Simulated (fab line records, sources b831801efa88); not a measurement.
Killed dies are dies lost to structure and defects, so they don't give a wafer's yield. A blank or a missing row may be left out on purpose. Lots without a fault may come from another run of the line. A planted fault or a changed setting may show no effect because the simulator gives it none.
Problem report in the 8D (eight disciplines) form, filled by code | flow gf180mcu | the parts of the form that need people (team, actions taken, sign-off) are left out

1. THE PROBLEM
cd_nm at GF_HV_LDD_CD_MEAS_31 reads a mean of 428.7 nm on 6 wafers of 2 lots; wafers without a fault read 400.2 nm with a standard deviation of 2.4. That is +12 standard deviations from the usual mean.
The step: target cd 400 nm.
First seen on wafer L147.1, day 17 01:14, on cd_sem-01. The record holds 39 wafers of 13 lots with a number at this step. Rule for "out", or "out of limits": more than 4 standard deviations from the usual mean. The other wafers with a number count as sound.

2. WHAT IT IS AND WHAT IT IS NOT
question                    | is                     | is not
which readings at this step | cd_nm                  | -
which lots                  | L147, L149             | L130, L131, L132, L133, L134, L135, L136, L137, L138, L152, L153
which wafers of those lots  | all that have a number | -
read on which gauges        | cd_sem-01, cd_sem-02   | -
when                        | from day 17 01:14      | up to then (27 sound wafers); but 6 sound wafers of L152, L153 came after

3. SUSPECTS, AND WHAT RULES EACH OUT
Counting: a tool at a process step up to the reading stays a suspect if it ran every lot that is out and no sound lot after the first of them.
- the gauge at GF_HV_LDD_CD_MEAS_31: ruled out. The wafers that are out were read on 2 gauges (cd_sem-01, cd_sem-02).
- iline_stepper-02 at GF_HV_LDD_EXPOSE_28 (exposes mask Nplus HV AREA, target cd 400 nm): kept. It ran every lot that is out, first L147 (day 16 13:40), and no sound lot after that; its last sound lot up to then is L135 (day 12 16:08). Its own readings are out on those wafers: exposure_dose_mJ_cm2.
Left after counting: iline_stepper-02 at GF_HV_LDD_EXPOSE_28.

4. THE CAUSE (what the simulator had put in)
Process parameter drift: iline_stepper-02, from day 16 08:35 on, at GF_HV_LDD_EXPOSE_28. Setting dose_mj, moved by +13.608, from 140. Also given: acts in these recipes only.
Counting left only this tool.

5. THE CHAIN OF EFFECTS, in route order
Each row: a reading whose mean over the struck wafers that have a number lies more than 3 standard deviations from the usual. Only readings for which the record gives a usual standard deviation are gone through. hours: the time from each lot's start at the first step in this table that gives one to its start at this step, as a median over the lots. sigmas: the change in usual standard deviations.
hours | step                 | reading              | usual    | on struck wafers | change | sigmas
0     | GF_HV_LDD_EXPOSE_28  | exposure_dose_mJ_cm2 | 140.03   | 153.55           | +13.52 | +90
11    | GF_HV_LDD_CD_MEAS_31 | cd_nm                | 400.2 nm | 428.7            | +28.5  | +12
The process steps in it:
- GF_HV_LDD_EXPOSE_28: exposes mask Nplus HV AREA, target cd 400 nm.
Later measuring or inspecting steps at which every struck wafer that the step has a row for has a number for every such reading, and none has moved that far: GF_CONTACT_THK_MEAS_01, GF_CONTACT_THK_MEAS_03.

6. WHAT WOULD HAVE CAUGHT IT SOONER
In this record the first reading out of limits at a measuring or inspecting step was taken at day 17 01:14, 17 hours after the fault began at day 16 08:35.
The tool's own readings at GF_HV_LDD_EXPOSE_28 were out on every struck wafer that the step has a row for (exposure_dose_mJ_cm2): an alarm limit on them would have fired on the first of those.
Of the lots that are out (2), L149 began GF_HV_LDD_EXPOSE_28 on iline_stepper-02 after day 17 01:14. A hold on the tool at that time would have spared it.
